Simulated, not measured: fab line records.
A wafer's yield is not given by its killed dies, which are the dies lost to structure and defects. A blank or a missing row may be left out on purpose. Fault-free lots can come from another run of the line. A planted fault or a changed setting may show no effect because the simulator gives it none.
A single fault, viewed from 2 desks | flow sky130 | each desk holds nothing but its own numbers, with what lay behind them at the end

THE TOOL OWNER'S DESK: krf_scanner-02
The tool's own readings at SKY_VIA1_EXPOSE_09 (exposes mask VIM, target cd 150 nm): means of the sampled wafers that have a number, for each lot that ran on this tool. If a lot's mean is further than 4 standard deviations from the usual mean, the lot is out of limits and carries the mark OUT (the distance appears in the brackets).
Columns: A = exposure_dose_mJ_cm2 at SKY_VIA1_EXPOSE_09, usual 37.99
lot  | first seen here | A
L409 | day 35 05:58    | 38.06
L411 | day 36 03:09    | 38.09
L414 | day 37 03:05    | 38.03
L417 | day 37 20:46    | 41.28 (+45) OUT
L418 | day 38 14:24    | 40.68 (+37) OUT
This desk's verdict: out of limits on L417, L418, starting with L417 at day 37 20:46 (exposure_dose_mJ_cm2 at SKY_VIA1_EXPOSE_09). Within limits: L409, L411, L414.

FROM THE METROLOGY DESK
What the gauges read, lot by lot, whatever tool the lot ran on: means of the sampled wafers that have a number. If a lot's mean is further than 4 standard deviations from the usual mean, the lot is out of limits and carries the mark OUT (the distance appears in the brackets).
Columns: A = cd_nm at SKY_VIA1_CD_MEAS_12, usual 149.6 nm
lot  | first seen here | A
L406 | day 34 19:37    | 151.6
L408 | day 35 17:49    | 149.9
L409 | day 35 18:58    | 149.4
L407 | day 35 20:55    | 149.0
L411 | day 36 16:27    | 149.3
L413 | day 36 23:07    | 149.8
L412 | day 37 00:08    | 149.8
L414 | day 37 15:48    | 150.5
L415 | day 37 21:11    | 151.0
L417 | day 38 09:56    | 164.2 (+11) OUT
L418 | day 39 02:55    | 160.9 (+8.7) OUT
L421 | day 39 16:58    | 149.8
L428 | day 41 06:52    | 151.1
L429 | day 41 20:34    | 147.6
This desk's verdict: out of limits on L417, L418, starting with L417 at day 38 09:56 (cd_nm at SKY_VIA1_CD_MEAS_12). Within limits: L406, L408, L409, L407, L411, L413, L412, L414, L415, L421, L428, L429.

TAKEN TOGETHER
An alarm could have come from the tool owner's desk at day 37 20:46, on L417, L418.
An alarm was possible from the metrology desk at day 38 09:56, on L417, L418.
The lots listed all ran SKY_VIA1_EXPOSE_09 on krf_scanner-02.

WHAT THE SIMULATOR HAD PUT IN
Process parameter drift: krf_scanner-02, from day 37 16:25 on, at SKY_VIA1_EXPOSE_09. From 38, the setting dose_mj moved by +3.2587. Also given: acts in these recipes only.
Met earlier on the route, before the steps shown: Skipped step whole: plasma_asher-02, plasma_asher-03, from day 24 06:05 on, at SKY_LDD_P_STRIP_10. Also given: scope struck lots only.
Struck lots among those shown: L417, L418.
Hours from the fault's start to each desk's first reading out of limits: the tool owner's desk, 4; the metrology desk, 18.
